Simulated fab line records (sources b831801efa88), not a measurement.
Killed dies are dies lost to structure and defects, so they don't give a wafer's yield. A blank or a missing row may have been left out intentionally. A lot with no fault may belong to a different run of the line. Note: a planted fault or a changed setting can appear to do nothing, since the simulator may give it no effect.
fab line records    flow sky130
record: lots: 6  wafers: 18  last-day: 50
route steps=708 shown SONOS_ONO@174 GATE_OXIDE@187 POLY_GATE@204 RES_PROTECT@206 PAD_OPEN@708
lots with no fault: from the same line, run without faults
start-h: hours from the record's first day to the start of the lot's first wafer shown    wait-h: hours from the lot's prior step to this one    " the same as in the row above    L1.1+2: a row that stands for several wafers    - no value, or no start was given    * or withheld: withheld    < > ~ a bound
route shown NAME@n: names a module that has steps shown in the file, with the first one's number in the route    usual: mean/standard deviation taken from wafers without a fault    same: alike in all rows    chamber/n: place in a boat    sites: per-site readings    _std_site: standard deviation of those values    _edge_site: inner sites' mean taken away from outer sites' mean    radius-mm: how far each site lies from the wafer's centre    mask NAME#n: copy n    behind: the tool/chamber that last shaped the wafer    hold: why the lot went on hold/how many hours it stayed there/how the hold came to an end    device: transistor that didn't switch, given as n, p or np    end of line: the route-end tests of the same wafers    for a step that has no rows: nothing shown but its recipe    killed: the dies lost at the first sort to structure and to defects; this is not the yield of the wafer    map: per-die view of a wafer (x killed, . not killed, _ where there is no die)
set.NAME: the setting the step ran with; set.NAME@STEP: the setting that earlier step ran with    model.NAME: the simulator's own value behind a step, which no gauge read
lots at some steps of the route; a table a step, a row a wafer
services: from which hour (start-h, from the record's first day; less than 0 if before it) a tool's chamber was out of use, for how many hours, and why
== steps ==
step: SKY_SONOS_ONO_DEHYDRATE_06
recipe: temp-c: 200  time-s: 60
step: SKY_SONOS_ONO_HMDS_07
recipe: prime-time-s: 60  prime-temp-c: 120
step: SKY_SONOS_ONO_COAT_08
recipe: resist: NOVOLAK  spin-rpm: 3000  resist-thk-nm: 1140
step: SKY_SONOS_ONO_SOFTBAKE_09
recipe: temp-c: 90  time-s: 60  resist: NOVOLAK
step: SKY_SONOS_ONO_EXPOSE_10
recipe: mask-id: ONOM  target-cd-nm: 410  na: 0.6  source-shape: conventional  sigma-outer: 0.6  dose-mj: 150
step: SKY_SONOS_ONO_PEB_11
recipe: temp-c: withheld  time-s: *  resist: NOVOLAK
step: SKY_SONOS_ONO_DEVELOP_12
recipe: develop-time-s: 60  dev-temp-c: 23
step: SKY_SONOS_ONO_CD_MEAS_13
recipe: target-cd-nm: 410
usual: cd-nm: 410.5/2
lot.wafer  tool       chamber  start-h  wait-h  cd-nm
L550.1     cd-sem-01  -        294.72   0.1     411.3
L550.4     "          -        "        "       410.6
L550.5     "          -        "        "       411.0
L554.1     cd-sem-01  -        323.65   0.1     413.0
L554.4     "          -        "        "       410.3
L554.5     "          -        "        "       412.5
L559.3     cd-sem-01  -        368.91   0.1     408.3
L559.5     "          -        "        "       409.5
L559.6     "          -        "        "       410.1
L563.1     cd-sem-01  -        399.62   0.1     411.3
L563.3     "          -        "        "       410.4
L563.4     "          -        "        "       409.9
L567.3     cd-sem-01  -        432.29   0.1     409.4
L567.4     "          -        "        "       413.6
L567.5     "          -        "        "       412.1
L569.1     cd-sem-01  -        443.07   0.1     409.9
L569.2     "          -        "        "       410.8
L569.3     "          -        "        "       409.5
step: SKY_SONOS_ONO_OVL_MEAS_14
usual: SONOS_ONO_OVL: -1.0/1.2
lot.wafer  tool        chamber  start-h  wait-h  SONOS_ONO_OVL[nm]
L550.1     overlay-02  -        294.84   0.1     -0.5
L550.4     "           -        "        "       -1.4
L550.5     "           -        "        "       -0.4
L554.1     overlay-02  -        323.77   0.1     -1.3
L554.4     "           -        "        "       -1.8
L554.5     "           -        "        "       -1.7
L559.3     overlay-01  -        369.01   0.1     1.4
L559.5     "           -        "        "       0.7
L559.6     "           -        "        "       -0.8
L563.1     overlay-01  -        399.74   0.1     -0.3
L563.3     "           -        "        "       -2.0
L563.4     "           -        "        "       -1.3
L567.3     overlay-02  -        432.39   0.1     -1.0
L567.4     "           -        "        "       -0.8
L567.5     "           -        "        "       0.6
L569.1     overlay-02  -        443.19   0.1     -1.1
L569.2     "           -        "        "       -1.4
L569.3     "           -        "        "       -2.3
step: SKY_SONOS_ONO_ETCH_15
recipe: target-depth-nm: 19.52  chemistry: CHF3/O2  source-w: 600  bias-w: 200  pressure-mtorr: 40  chf3-flow-sccm: 50  O2_flow_sccm: 5  time-s: 7.8
usual: drypump-motor-current-A: 5.4/0.39  oes-product-au: 1.000/0.0089  rf-fwd-power-W: 588/3.7  throttle-valve-pct: 8.825/0.0096
lot.wafer  tool         chamber  start-h  wait-h  drypump-motor-current-A  oes-product-au  rf-fwd-power-W  rf-hours-counter-h  throttle-valve-pct
L550.1     rie-diel-04  2        294.88   0.0     5.5                      0.993           585             36                  8.825
L550.4     "            3        "        "       4.7                      1.004           585             108                 8.831
L550.5     "            1        "        "       5.3                      0.994           590             -                   8.820
L554.1     rie-diel-04  2        323.81   0.0     5.5                      0.989           586             36                  8.824
L554.4     "            3        "        "       4.7                      1.010           587             -                   8.815
L554.5     "            2        "        "       5.5                      0.995           588             -                   8.820
L559.3     rie-diel-04  2        369.03   0.0     5.5                      1.006           588             37                  8.824
L559.5     "            0        "        "       5.2                      1.001           594             -                   8.841
L559.6     "            3        "        "       4.7                      1.017           586             -                   8.834
L563.1     rie-diel-02  0        399.78   0.0     5.1                      0.996           593             8                   8.843
L563.3     "            1        "        "       6.3                      1.002           590             89                  8.823
L563.4     "            2        "        "       5.3                      1.008           590             3                   8.846
L567.3     rie-diel-02  1        432.41   0.0     6.3                      0.993           592             90                  8.829
L567.4     "            3        "        "       5.3                      1.003           582             53                  8.818
L567.5     "            0        "        "       5.1                      0.996           594             -                   8.827
L569.1     rie-diel-02  1        443.23   0.0     6.3                      0.994           587             91                  8.830
L569.2     "            3        "        "       5.2                      1.005           582             53                  8.800
L569.3     "            0        "        "       5.1                      0.986           592             9                   8.826
step: SKY_SONOS_ONO_WET_ETCH_16
recipe: chemistry: dHF  target-depth-nm: 14  dry: n2-spin  target: SiO2  dilution: 100:1  temp-c: 25  time-s: 280
step: SKY_SONOS_ONO_STRIP_17
recipe: chemistry: O2/N2  power-w: 1400  pressure-mtorr: 1500  platen-temp-c: withheld  o2-flow-sccm: 3000  n2-flow-sccm: 300  overash-fraction: 0.5
usual: drypump-motor-current-A: 6.0/0.51  oes-product-au: 0.710/0.0043  strip-time-to-endpoint-s: 14.09/0.036
lot.wafer  tool             chamber  start-h  wait-h  drypump-motor-current-A  oes-product-au  rf-hours-counter-h  strip-time-to-endpoint-s
L550.1     plasma-asher-01  1        294.99   0.0     5.8                      0.716           18                  14.12
L550.4     "                0        "        "       6.6                      0.716           -                   14.08
L550.5     "                1        "        "       5.8                      0.710           -                   14.13
L554.1     plasma-asher-02  0        323.93   0.0     4.9                      0.710           51                  14.06
L554.4     "                0        "        "       4.9                      0.707           -                   14.05
L554.5     "                1        "        "       6.1                      0.712           -                   14.06
L559.3     plasma-asher-01  1        369.17   0.0     5.8                      0.712           -                   14.12
L559.5     "                1        "        "       5.8                      0.716           -                   14.09
L559.6     "                0        "        "       6.6                      0.707           -                   14.09
L563.1     plasma-asher-01  0        399.89   0.0     6.6                      0.710           28                  14.12
L563.3     "                1        "        "       5.8                      0.707           -                   14.06
L563.4     "                0        "        "       6.6                      0.715           -                   14.14
L567.3     plasma-asher-01  0        432.55   0.0     6.7                      0.702           -                   14.17
L567.4     "                1        "        "       5.8                      0.701           -                   14.16
L567.5     "                0        "        "       6.7                      0.709           -                   14.17
L569.1     plasma-asher-01  0        443.34   0.0     6.7                      0.711           35                  14.11
L569.2     "                1        "        "       5.8                      0.704           35                  14.11
L569.3     "                0        "        "       6.7                      0.708           -                   14.09
step: SKY_SONOS_ONO_WET_ETCH_18
recipe: chemistry: H3PO4  target-depth-nm: 15  target: Si3N4  temp-c: 160  time-s: 172
lot.wafer   tool          chamber  start-h  wait-h
L550.1+4+5  wet-bench-01  0        295.09   0.1
L554.1+4+5  wet-bench-01  0        324.03   0.1
L559.3+5+6  wet-bench-01  0        369.27   0.1
L563.1+3+4  wet-bench-03  3        399.99   0.1
L567.3+4+5  wet-bench-03  1        432.62   0.0
L569.1+2+3  wet-bench-03  3        443.44   0.1
step: SKY_GATE_OXIDE_CLEAN_00
recipe: chemistry: SC1/SC2  mix: 1:4:20  temp-c: 70  time-s: 150  dry: n2-spin
step: SKY_GATE_OXIDE_OXIDATION_01
recipe: temp-c: 900  ambient: O2  stabilise-s: 600  purge-s: 300  target-thk-a: 102.68  ox-time-s: 1473
step: SKY_GATE_OXIDE_THK_MEAS_02
recipe: reads: SiO2_of_GATE_OXIDE_OXIDATION_01
usual: GATE_OXIDE_OXIDATION_00_THK: 10.24/0.21
lot.wafer  tool           chamber  start-h  wait-h  GATE_OXIDE_OXIDATION_00_THK[nm]
L550.1     film-metro-04  -        297.67   0.0     10.58
L550.4     "              -        "        "       10.43
L550.5     "              -        "        "       10.53
L554.1     film-metro-03  -        326.45   0.0     10.36
L554.4     "              -        "        "       10.61
L554.5     "              -        "        "       10.44
L559.3     film-metro-03  -        372.11   0.0     10.25
L559.5     "              -        "        "       10.25
L559.6     "              -        "        "       10.36
L563.1     film-metro-02  -        401.50   0.0     10.44
L563.3     "              -        "        "       10.13
L563.4     "              -        "        "       10.44
L567.3     film-metro-04  -        434.16   0.0     9.81
L567.4     "              -        "        "       9.81
L567.5     "              -        "        "       9.92
L569.1     film-metro-02  -        445.72   0.0     10.61
L569.2     "              -        "        "       10.45
L569.3     "              -        "        "       10.56
step: SKY_GATE_OXIDE_DEHYDRATE_03
recipe: temp-c: 200  time-s: 60
step: SKY_GATE_OXIDE_HMDS_04
recipe: prime-time-s: 60  prime-temp-c: 120
step: SKY_GATE_OXIDE_COAT_05
recipe: resist: NOVOLAK  spin-rpm: 3000  resist-thk-nm: 1140
step: SKY_GATE_OXIDE_SOFTBAKE_06
recipe: temp-c: 90  time-s: 60  resist: NOVOLAK
step: SKY_GATE_OXIDE_EXPOSE_07
recipe: mask-id: LVOM  na: 0.6  source-shape: conventional  sigma-outer: 0.6  polarization: unpolarized  target-cd-nm: 600  dose-mj: 170
step: SKY_GATE_OXIDE_PEB_08
recipe: temp-c: withheld  time-s: *  resist: NOVOLAK
step: SKY_GATE_OXIDE_DEVELOP_09
recipe: resist: NOVOLAK  developer: TMAH  develop-time-s: 60  dev-temp-c: 23
step: SKY_GATE_OXIDE_OVL_MEAS_10
usual: GATE_OXIDE_OVL: -0.2/1.5
lot.wafer  tool        chamber  start-h  wait-h  GATE_OXIDE_OVL[nm]
L550.1     overlay-02  -        323.82   0.1     0.8
L550.4     "           -        "        "       -0.1
L550.5     "           -        "        "       -0.7
L554.1     overlay-02  -        352.24   0.1     0.8
L554.4     "           -        "        "       1.5
L554.5     "           -        "        "       0.1
L559.3     overlay-01  -        400.50   0.1     -0.3
L559.5     "           -        "        "       0.1
L559.6     "           -        "        "       -0.8
L563.1     overlay-02  -        432.12   0.1     0.3
L563.3     "           -        "        "       -0.3
L563.4     "           -        "        "       -0.5
L567.3     overlay-01  -        465.44   0.1     0.9
L567.4     "           -        "        "       0.1
L567.5     "           -        "        "       0.6
L569.1     overlay-01  -        476.12   0.1     -1.0
L569.2     "           -        "        "       0.3
L569.3     "           -        "        "       0.0
step: SKY_GATE_OXIDE_IMPLANT_11
recipe: species: B  energy-kev: 10  dose-cm2: 2.6e+12  tilt-deg: withheld
step: SKY_GATE_OXIDE_WET_ETCH_12
recipe: chemistry: dHF  target-depth-nm: 16.8  dry: n2-spin  target: SiO2  dilution: 100:1  temp-c: 25  time-s: 336
step: SKY_GATE_OXIDE_STRIP_13
recipe: chemistry: O2/N2  power-w: 1400  pressure-mtorr: 1500  platen-temp-c: withheld  o2-flow-sccm: 3000  n2-flow-sccm: 300  overash-fraction: 0.5
usual: drypump-motor-current-A: 6.0/0.5  oes-product-au: 0.715/0.0047  strip-time-to-endpoint-s: 14.17/0.045
lot.wafer  tool             chamber  start-h  wait-h  drypump-motor-current-A  oes-product-au  rf-hours-counter-h  strip-time-to-endpoint-s
L550.1     plasma-asher-04  1        324.11   0.0     5.8                      0.711           63                  14.14
L550.4     "                1        "        "       5.8                      0.716           -                   14.20
L550.5     "                0        "        "       6.6                      0.720           -                   14.17
L554.1     plasma-asher-03  1        352.53   0.0     6.2                      0.717           64                  14.19
L554.4     "                0        "        "       5.9                      0.718           -                   14.20
L554.5     "                0        "        "       5.9                      0.709           -                   14.24
L559.3     plasma-asher-04  0        400.81   0.0     6.6                      0.718           -                   14.22
L559.5     "                0        "        "       6.6                      0.716           -                   14.18
L559.6     "                1        "        "       5.8                      0.716           -                   14.19
L563.1     plasma-asher-02  1        432.43   0.0     6.1                      0.715           60                  14.28
L563.3     "                1        "        "       6.0                      0.720           -                   14.20
L563.4     "                0        "        "       5.0                      0.719           -                   14.24
L567.3     plasma-asher-04  1        465.76   0.0     5.8                      0.721           -                   14.26
L567.4     "                0        "        "       6.6                      0.710           -                   14.21
L567.5     "                0        "        "       6.6                      0.716           -                   14.20
L569.1     plasma-asher-03  0        476.41   0.0     5.9                      0.710           3                   14.20
L569.2     "                1        "        "       6.2                      0.719           3                   14.22
L569.3     "                1        "        "       6.2                      0.712           -                   14.18
step: SKY_GATE_OXIDE_TW_MEAS_14
usual: GATE_OXIDE_TW: 225.8/2.4
lot.wafer  tool           chamber  start-h  wait-h  GATE_OXIDE_TW
L550.1     film-metro-03  -        324.21   0.1     226.4
L550.4     "              -        "        "       226.2
L550.5     "              -        "        "       227.3
L554.1     film-metro-02  -        352.63   0.1     221.0
L554.4     "              -        "        "       221.7
L554.5     "              -        "        "       221.7
L559.3     film-metro-04  -        400.90   0.1     225.9
L559.5     "              -        "        "       228.8
L559.6     "              -        "        "       227.6
L563.1     film-metro-02  -        432.53   0.1     221.9
L563.3     "              -        "        "       222.5
L563.4     "              -        "        "       222.3
L567.3     film-metro-04  -        465.85   0.1     226.8
L567.4     "              -        "        "       226.9
L567.5     "              -        "        "       226.6
L569.1     film-metro-03  -        476.51   0.1     225.8
L569.2     "              -        "        "       225.9
L569.3     "              -        "        "       225.4
step: SKY_GATE_OXIDE_CLEAN_15
recipe: chemistry: SC1/SC2  mix: 1:4:20  temp-c: 70  time-s: 150  dry: n2-spin
step: SKY_GATE_OXIDE_OXIDATION_16
recipe: temp-c: 800  ambient: O2  idle-temp-c: 700  ramp-up-c-per-min: 10  ramp-down-c-per-min: 3  stabilise-s: 600  purge-s: 300  target-thk-a: 35.7  ox-time-s: 1915
step: SKY_POLY_GATE_CVD_00
recipe: material: poly-Si  target-thk-nm: 180  temp-c: 620  time-s: 720  pressure-mtorr: 200
step: SKY_POLY_GATE_THK_MEAS_01
recipe: reads: poly-Si_of_POLY_GATE_CVD_00
usual: POLY_GATE_CVD_00_THK: 180.7/1.3
lot.wafer  tool           chamber  start-h  wait-h  POLY_GATE_CVD_00_THK[nm]
L550.1     film-metro-03  -        328.31   0.0     183.1
L550.4     "              -        "        "       181.5
L550.5     "              -        "        "       182.3
L554.1     film-metro-03  -        355.47   0.0     180.4
L554.4     "              -        "        "       182.2
L554.5     "              -        "        "       182.7
L559.3     film-metro-03  -        404.29   0.1     179.9
L559.5     "              -        "        "       180.4
L559.6     "              -        "        "       180.6
L563.1     film-metro-01  -        435.41   0.0     179.4
L563.3     "              -        "        "       180.4
L563.4     "              -        "        "       181.9
L567.3     film-metro-03  -        468.90   0.0     181.6
L567.4     "              -        "        "       178.1
L567.5     "              -        "        "       179.6
L569.1     film-metro-03  -        479.35   0.0     179.9
L569.2     "              -        "        "       181.5
L569.3     "              -        "        "       180.7
step: SKY_RES_PROTECT_DEHYDRATE_00
recipe: temp-c: 200  time-s: 60
step: SKY_RES_PROTECT_HMDS_01
recipe: prime-time-s: 60  prime-temp-c: 120
step: SKY_RES_PROTECT_COAT_02
recipe: resist: NOVOLAK  spin-rpm: 3000  resist-thk-nm: 1140
step: SKY_RES_PROTECT_SOFTBAKE_03
recipe: temp-c: 90  time-s: 60  resist: NOVOLAK
step: SKY_RES_PROTECT_EXPOSE_04
recipe: mask-id: RPM  na: 0.6  source-shape: conventional  sigma-outer: 0.6  polarization: unpolarized  target-cd-nm: 1270  dose-mj: 131
step: SKY_RES_PROTECT_PEB_05
recipe: temp-c: withheld  time-s: *  resist: NOVOLAK
step: SKY_RES_PROTECT_DEVELOP_06
recipe: resist: NOVOLAK  developer: TMAH  develop-time-s: 60  dev-temp-c: 23
step: SKY_POLY_GATE_IMPLANT_02
recipe: species: P  energy-kev: 30  dose-cm2: 7.7e+15  tilt-deg: 0
step: SKY_RES_PROTECT_STRIP_07
recipe: chemistry: O2/N2  power-w: 1400  pressure-mtorr: 1500  platen-temp-c: withheld  o2-flow-sccm: 3000  n2-flow-sccm: 300  overash-fraction: 0.5
usual: drypump-motor-current-A: 6.2/0.38  oes-product-au: 0.518/0.0043  strip-time-to-endpoint-s: 23.27/0.055
lot.wafer  tool             chamber  start-h  wait-h  drypump-motor-current-A  oes-product-au  rf-hours-counter-h  strip-time-to-endpoint-s
L550.1     plasma-asher-01  0        354.44   0.1     6.6                      0.518           24                  23.22
L550.4     "                1        "        "       5.8                      0.518           -                   23.14
L550.5     "                1        "        "       5.8                      0.525           -                   23.16
L554.1     plasma-asher-04  0        382.44   0.1     6.6                      0.527           69                  23.23
L554.4     "                1        "        "       5.8                      0.520           -                   23.24
L554.5     "                0        "        "       6.6                      0.517           -                   23.21
L559.3     plasma-asher-01  0        435.32   0.1     6.6                      0.522           -                   23.32
L559.5     "                1        "        "       5.8                      0.516           -                   23.29
L559.6     "                0        "        "       6.6                      0.512           -                   23.27
L563.1     plasma-asher-04  1        466.89   0.1     5.8                      0.515           79                  23.18
L563.3     "                1        "        "       5.8                      0.518           -                   23.18
L563.4     "                0        "        "       6.6                      0.514           -                   23.19
L567.3     plasma-asher-01  0        499.46   0.1     6.6                      0.518           -                   23.33
L567.4     "                1        "        "       5.8                      0.515           -                   23.31
L567.5     "                0        "        "       6.6                      0.519           -                   23.27
L569.1     plasma-asher-01  1        509.77   0.1     5.8                      0.518           40                  23.32
L569.2     "                0        "        "       6.6                      0.523           40                  23.28
L569.3     "                0        "        "       6.6                      0.516           -                   23.31
step: SKY_RES_PROTECT_TW_MEAS_08
usual: POLY_GATE_TW: 4015/34
lot.wafer  tool           chamber  start-h  wait-h  POLY_GATE_TW
L550.1     film-metro-03  -        354.54   0.1     4086
L550.4     "              -        "        "       4069
L550.5     "              -        "        "       4055
L554.1     film-metro-01  -        382.54   0.1     3987
L554.4     "              -        "        "       3969
L554.5     "              -        "        "       3971
L559.3     film-metro-01  -        435.49   0.1     3988
L559.5     "              -        "        "       4003
L559.6     "              -        "        "       3981
L563.1     film-metro-03  -        466.99   0.1     4052
L563.3     "              -        "        "       4069
L563.4     "              -        "        "       4058
L567.3     film-metro-03  -        499.54   0.1     4093
L567.4     "              -        "        "       4078
L567.5     "              -        "        "       4090
L569.1     film-metro-02  -        509.87   0.1     3999
L569.2     "              -        "        "       3994
L569.3     "              -        "        "       3984
step: SKY_PAD_OPEN_PROBE_99
usual: killed_at_M0_to_M3: 44/7.4  killed_at_M4_up: 3.0/1.8  killed-at-contacts: 24/5.1  killed-at-front-end: 15/4.3  killed-at-other: 0.3/0.54  killed-dies: 86/9.9  killed-on-rim: 17/3.9  killed-open: 47/7.1  killed-short: 38/6.7
same: gross-dies: 492  killed-at-back-side: 0
lot.wafer  tool       chamber  start-h  wait-h  hold                      killed_at_M0_to_M3  killed_at_M4_up  killed-at-contacts  killed-at-front-end  killed-at-other  killed-dies  killed-on-rim  killed-open  killed-short
L550.1     prober-02  -        1094.17  0.1     -                         48                  3                20                  17                   0                88           14             46           42
L550.4     prober-02  -        1094.32  0.2     -                         33                  1                27                  11                   0                72           13             37           35
L550.5     prober-02  -        1094.37  0.2     -                         51                  1                39                  12                   0                103          21             59           44
L554.1     prober-02  -        1113.49  0.1     -                         41                  2                21                  22                   0                86           17             51           35
L554.4     prober-02  -        1113.64  0.2     -                         39                  1                26                  21                   0                87           18             49           38
L554.5     prober-02  -        1113.69  0.2     -                         45                  5                24                  18                   0                92           25             52           40
L559.3     prober-02  -        1145.85  0.2     -                         49                  3                28                  19                   0                99           16             57           42
L559.5     prober-02  -        1145.95  0.2     -                         46                  3                24                  10                   0                83           20             43           40
L559.6     prober-02  -        1146.00  0.2     -                         33                  3                37                  11                   0                84           19             54           30
L563.1     prober-02  -        1164.71  0.1     -                         34                  3                24                  18                   1                80           15             44           36
L563.3     prober-02  -        1164.81  0.2     -                         44                  3                27                  16                   0                90           16             48           42
L563.4     prober-02  -        1164.86  0.2     -                         37                  2                26                  27                   0                92           17             52           40
L567.3     prober-02  -        1179.93  0.2     await-dispo/1.1h/release  45                  4                27                  48                   0                124          36             54           40
L567.4     prober-02  -        1179.98  0.2     await-dispo/1.1h/release  54                  4                26                  31                   0                115          29             49           43
L567.5     prober-02  -        1180.03  0.2     await-dispo/1.1h/release  40                  5                26                  37                   0                108          27             45           38
L569.1     prober-02  -        1192.72  0.1     await-dispo/2.4h/release  37                  0                22                  55                   0                114          21             44           23
L569.2     prober-02  -        1192.77  0.1     await-dispo/2.4h/release  39                  2                30                  56                   0                127          28             49           35
L569.3     prober-02  -        1192.82  0.2     await-dispo/2.4h/release  38                  3                22                  58                   0                121          25             33           40
killed by level:class
L550.1 LI_CONTACT:geometric-particle:open=8 VIA1:geometric-particle:open=8 CONTACT:geometric-particle:open=7 VIA2:geometric-particle:open=6 VIA1:geometric-particle:short=6 METAL2:geometric-particle:short=6 FIELD_ISO:geometric-particle:short=5 VIA2:geometric-particle:short=5
L550.4 CONTACT:geometric-particle:short=12 LI_CONTACT:geometric-particle:open=9 VIA1:geometric-particle:open=6 FIELD_ISO:geometric-particle:short=5 METAL2:geometric-particle:short=5 CONTACT:geometric-particle:open=5 VIA2:geometric-particle:open=5 VIA1:geometric-particle:short=4
L550.5 CONTACT:geometric-particle:open=21 VIA1:geometric-particle:open=9 METAL1:geometric-particle:short=8 VIA2:geometric-particle:open=8 VIA3:geometric-particle:open=7 CONTACT:geometric-particle:short=7 LI_CONTACT:geometric-particle:open=6 VIA1:geometric-particle:short=6
L554.1 VIA1:geometric-particle:open=11 FIELD_ISO:geometric-particle:open=10 CONTACT:geometric-particle:open=8 METAL2:geometric-particle:short=6 FIELD_ISO:geometric-particle:short=5 VIA2:geometric-particle:open=5 VIA3:geometric-particle:open=5 LI_CONTACT:geometric-particle:open=4
L554.4 VIA1:geometric-particle:open=12 LI_CONTACT:geometric-particle:open=10 CONTACT:geometric-particle:open=7 FIELD_ISO:geometric-particle:open=6 LOCAL_INTERCONNECT:geometric-particle:short=5 METAL1:geometric-particle:short=5 METAL2:geometric-particle:short=5 FIELD_ISO:geometric-particle:short=4
L554.5 VIA1:geometric-particle:open=10 VIA3:geometric-particle:open=9 LI_CONTACT:geometric-particle:open=8 CONTACT:geometric-particle:open=8 POLY_GATE:geometric-particle:short=6 METAL2:geometric-particle:short=6 LOCAL_INTERCONNECT:geometric-particle:short=6 POLY_GATE:geometric-particle:open=5
L559.3 VIA2:geometric-particle:open=12 VIA1:geometric-particle:open=10 LI_CONTACT:geometric-particle:open=9 POLY_GATE:geometric-particle:short=7 CONTACT:geometric-particle:short=6 POLY_GATE:geometric-particle:open=6 LI_CONTACT:geometric-particle:short=5 CONTACT:geometric-particle:open=5
L559.5 CONTACT:geometric-particle:open=10 CONTACT:geometric-particle:short=8 VIA1:geometric-particle:open=8 VIA2:geometric-particle:open=8 METAL1:geometric-particle:short=7 VIA1:geometric-particle:short=5 VIA3:geometric-particle:open=5 POLY_GATE:geometric-particle:short=4
L559.6 CONTACT:geometric-particle:open=16 LI_CONTACT:geometric-particle:open=9 VIA1:geometric-particle:open=9 LOCAL_INTERCONNECT:geometric-particle:short=6 VIA3:geometric-particle:open=5 VIA1:geometric-particle:short=4 FIELD_ISO:geometric-particle:open=3 CONTACT:geometric-particle:short=3
L563.1 CONTACT:geometric-particle:short=7 VIA1:geometric-particle:open=7 LI_CONTACT:geometric-particle:open=7 METAL2:geometric-particle:short=7 VIA2:geometric-particle:open=7 FIELD_ISO:geometric-particle:short=6 VIA3:geometric-particle:open=5 SPACER:geometric-particle:short=4
L563.3 VIA1:geometric-particle:open=10 CONTACT:geometric-particle:open=9 METAL2:geometric-particle:short=8 LI_CONTACT:geometric-particle:open=6 CONTACT:geometric-particle:short=6 VIA3:geometric-particle:open=6 LI_CONTACT:geometric-particle:short=5 METAL1:geometric-particle:short=5
L563.4 CONTACT:geometric-particle:open=14 VIA1:geometric-particle:open=9 FIELD_ISO:geometric-particle:short=8 FIELD_ISO:geometric-particle:open=6 VIA3:geometric-particle:open=6 LI_CONTACT:geometric-particle:open=5 VIA2:geometric-particle:open=5 POLY_GATE:geometric-particle:short=4
L567.3 SONOS_ONO:unspecified=30 VIA1:geometric-particle:open=13 CONTACT:geometric-particle:open=11 VIA1:geometric-particle:short=7 LI_CONTACT:geometric-particle:open=7 POLY_GATE:geometric-particle:open=5 METAL1:geometric-particle:short=5 FIELD_ISO:geometric-particle:open=4
L567.4 SONOS_ONO:unspecified=23 VIA1:geometric-particle:open=17 LI_CONTACT:geometric-particle:open=10 METAL2:geometric-particle:short=7 VIA1:geometric-particle:short=7 CONTACT:geometric-particle:open=6 LI_CONTACT:geometric-particle:short=5 VIA2:geometric-particle:open=5
L567.5 SONOS_ONO:unspecified=25 LI_CONTACT:geometric-particle:open=9 VIA1:geometric-particle:open=9 CONTACT:geometric-particle:open=6 VIA2:geometric-particle:open=6 VIA3:geometric-particle:open=6 VIA3:geometric-particle:short=5 VIA1:geometric-particle:short=5
L569.1 SONOS_ONO:unspecified=47 VIA1:geometric-particle:open=9 VIA2:geometric-particle:open=9 LI_CONTACT:geometric-particle:open=8 CONTACT:geometric-particle:open=8 METAL3:geometric-particle:short=5 VIA3:geometric-particle:open=4 LOCAL_INTERCONNECT:geometric-particle:short=3
L569.2 SONOS_ONO:unspecified=43 VIA1:geometric-particle:open=11 LI_CONTACT:geometric-particle:open=11 CONTACT:geometric-particle:open=9 CONTACT:geometric-particle:short=8 VIA3:geometric-particle:open=6 METAL1:geometric-particle:short=5 FIELD_ISO:geometric-particle:short=3
L569.3 SONOS_ONO:unspecified=48 VIA1:geometric-particle:open=9 CONTACT:geometric-particle:open=8 METAL1:geometric-particle:short=8 METAL3:geometric-particle:short=6 LI_CONTACT:geometric-particle:short=4 LI_CONTACT:geometric-particle:open=4 FIELD_ISO:geometric-particle:short=3
map L567.3 (x killed, . not)
__________x...xx...._________
________......x....x.x_______
______.....x..x..x.....x_____
_____xx.x.xx........x....____
____x....x.......x.....x..___
___.......x.....x...x....x.__
__......x.....x....x.....x.._
_...................xx.....x.
_x...............x.x.x..x.x..
_.x......xx.................x
_....xx......................
_.x..xx..x.......xx..x.....xx
_.........x.........x........
_.....x........x.x...x.x....x
_......x.x.......xxxx.x....xx
__.x..x.......x.x...x...x.x._
___.....x..x.x.x....xxx...x__
____xx..xxxx.x....x...x...___
_____.xxxxxx.x..x.....x.x____
______xxxxxxxx.x........_____
________xxxxxx........_______
__________xxxxx..x.._________
map L569.2 (x killed, . not)
__________...xx.xxxx_________
________......xxxxxxxx_______
______.x...x..xxxxxxxxxx_____
_____......x..xxxxxxxxx..____
____...x.x.xx.xxxxxxx.x...___
___x....x...x..xxxxx.....xx__
__.............xxx..x......._
_.................x........x.
_x.x...xx...x........x.......
_....x..........x......xxx...
_........x....x.....x...x....
_..x......x.x....x...x....x..
_....xx..x.x..........x......
_......xx...............x....
_........x.......x..x.x......
__..........x......x.......x_
___x.x..x....x.............__
____x...x.....x..x......x.___
_____x....x....x.x...xxx.____
______..x.x....x..xxx..x_____
________....x..x...x.._______
__________x........._________
== services ==
tool             chamber  start-h  hours  kind
rie-diel-02      3        271.33   3.1    repair
rie-diel-04      2        297.76   2.1    repair
plasma-asher-03  -        306.54   2.8    pm
rie-diel-04      0        322.23   -      clean
rie-diel-02      0        334.26   8.1    repair
rie-diel-04      1        334.97   4.6    repair
rie-diel-02      2        345.49   1.3    repair
rie-diel-04      2        360.39   7.6    repair
plasma-asher-03  -        381.66   4.0    pm
rie-diel-04      -        382.19   0.2    repair
plasma-asher-02  -        403.98   2.8    pm
plasma-asher-02  -        415.85   15.6   pm
plasma-asher-03  -        420.25   15.6   pm
rie-diel-04      3        420.27   34.9   repair
rie-diel-02      0        425.87   2.5    repair
plasma-asher-03  -        435.85   9.0    pm
rie-diel-04      0        438.74   4.3    repair
rie-diel-02      2        470.62   9.8    repair
plasma-asher-02  -        478.57   10.8   repair
plasma-asher-01  -        480.85   14.6   pm
plasma-asher-02  -        483.34   8.6    repair
plasma-asher-04  -        497.68   14.6   pm
rie-diel-02      2        502.55   3.9    repair
plasma-asher-03  -        508.99   1.5    repair
== key ==
first-sign: step: SKY_PAD_OPEN_PROBE_99  reading: killed-at-front-end  direction: up  sigmas: 7.5  usual: 15  struck: 48
effect: step: SKY_PAD_OPEN_PROBE_99  reading: killed-dies  direction: up  sigmas: 3.3  usual: 86  struck: 118
met-at SKY_SONOS_ONO_WET_ETCH_18
struck-wafers L567.3,L567.4,L567.5,L569.1,L569.2,L569.3
tester-left-out L567,L569
onset-between 399.99 432.62
also-fits time
fault: kind: chamber-particle-source  tool: wet-bench-03  chamber: -  onset-h: 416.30  steps: SKY_SONOS_ONO_WET_ETCH_18  rate-per-visit-cm2: 0.93645  end-h: 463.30
tester-left-out: of these lots the tester's yield and bins aren't shown, on N5 and GAA mostly nor the transistor test; their killed dies are dies lost to structure and defects alone, not to doping, threshold or leakage, so they don't give the yield
